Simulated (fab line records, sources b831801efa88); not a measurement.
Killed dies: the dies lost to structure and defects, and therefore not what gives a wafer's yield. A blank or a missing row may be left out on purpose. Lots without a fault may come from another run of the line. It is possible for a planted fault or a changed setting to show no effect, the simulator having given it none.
Chamber matching | flow gf180mcu | cmp-02 running GF_V4_CMP_04: 4 sister chambers
The step polishes SiO2. 22 wafers are shown with their chamber, then 11 later ones without.

== WAFERS WITH THEIR CHAMBER ==
wafer  | chamber | motorCurrentA (A) | timeToEndpointS (s) | slurryFilterDpKPa (kPa)
L446.2 | 2       | 10.1              | 84                  | 13.38
L446.3 | 1       | 13.7              | 83                  | 13.41
L446.5 | 0       | 11.2              | 91                  | 13.64
L447.1 | 1       | 13.5              | 78                  | 13.57
L447.5 | 2       | 10.7              | 88                  | 13.51
L447.6 | 3       | 12.6              | 79                  | 13.57
L448.1 | 0       | 11.1              | 82                  | 13.62
L448.2 | 2       | 10.6              | 83                  | 13.70
L448.4 | 1       | 14.0              | 86                  | 13.32
L449.1 | 3       | 11.6              | 75                  | 13.51
L449.2 | 0       | 11.2              | 82                  | 13.55
L449.5 | 2       | 10.7              | 84                  | 13.49
L455.1 | 3       | 11.7              | 69                  | 13.50
L455.4 | 2       | 10.2              | 76                  | 13.56
L455.5 | 2       | 11.2              | 74                  | 13.33
L456.1 | 2       | 10.5              | 78                  | 13.49
L456.3 | 0       | 10.6              | 70                  | 13.47
L456.6 | 2       | 10.4              | 87                  | 13.52
L459.1 | 1       | 13.5              | 70                  | 13.85
L459.4 | 2       | 10.8              | 78                  | 13.56
L459.6 | 2       | 10.3              | 76                  | 13.64
L463.1 | 1       | 13.9              | 76                  | 13.56

SIGNATURES (means of the wafers above)
reading           | chamber 0 | chamber 1 | chamber 2 | chamber 3 | scatter within a chamber
motorCurrentA     | 11.025    | 13.720    | 10.550    | 11.967    | 0.334
timeToEndpointS   | 81.25     | 78.60     | 80.80     | 74.33     | 6.02
slurryFilterDpKPa | 13.5700   | 13.5420   | 13.5180   | 13.5267   | 0.127
Rule: for each reading, subtract the chamber's mean from the wafer's reading, divide by that reading's scatter and square the result; add these up over the readings and take the root, which gives the wafer's distance from the chamber. If the next closest chamber is less than 2 further off than the closest, the wafer can't be placed; otherwise it belongs to the closest. The scatter is the square root of a quotient: the sum, over the shown wafers, of each reading's squared deviation from its chamber's mean, divided by wafers minus chambers.

== WAFERS WITHOUT THEIR CHAMBER ==
wafer  | motorCurrentA (A) | timeToEndpointS (s) | slurryFilterDpKPa (kPa)
L463.4 | 11.1              | 78                  | 13.48
L463.6 | 14.1              | 78                  | 13.35
L465.1 | 13.8              | 75                  | 13.43
L465.5 | 10.7              | 79                  | 13.46
L465.6 | 13.2              | 77                  | 13.38
L466.1 | 13.8              | 77                  | 13.45
L466.3 | 10.5              | 74                  | 13.60
L466.6 | 12.0              | 78                  | 13.60
L467.3 | 12.1              | 72                  | 13.38
L467.4 | 13.3              | 78                  | 13.41
L467.6 | 11.5              | 81                  | 13.44

== THE CHAMBER EACH PASSED THROUGH ==
wafer  | from the rows above          | in truth
L463.4 | can't be placed: 0 or 2 or 3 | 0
L463.6 | 1                            | 1
L465.1 | 1                            | 1
L465.5 | can't be placed: 2 or 0      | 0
L465.6 | can't be placed: 1 or 3      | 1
L466.1 | 1                            | 1
L466.3 | can't be placed: 2 or 0      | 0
L466.6 | 3                            | 3
L467.3 | 3                            | 3
L467.4 | 1                            | 1
L467.6 | can't be placed: 0 or 3 or 2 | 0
Correct placement for 6 of the 11. Can't be placed from these rows: 5 (the true chamber is among the candidates in 5). Placed wrongly: 0.
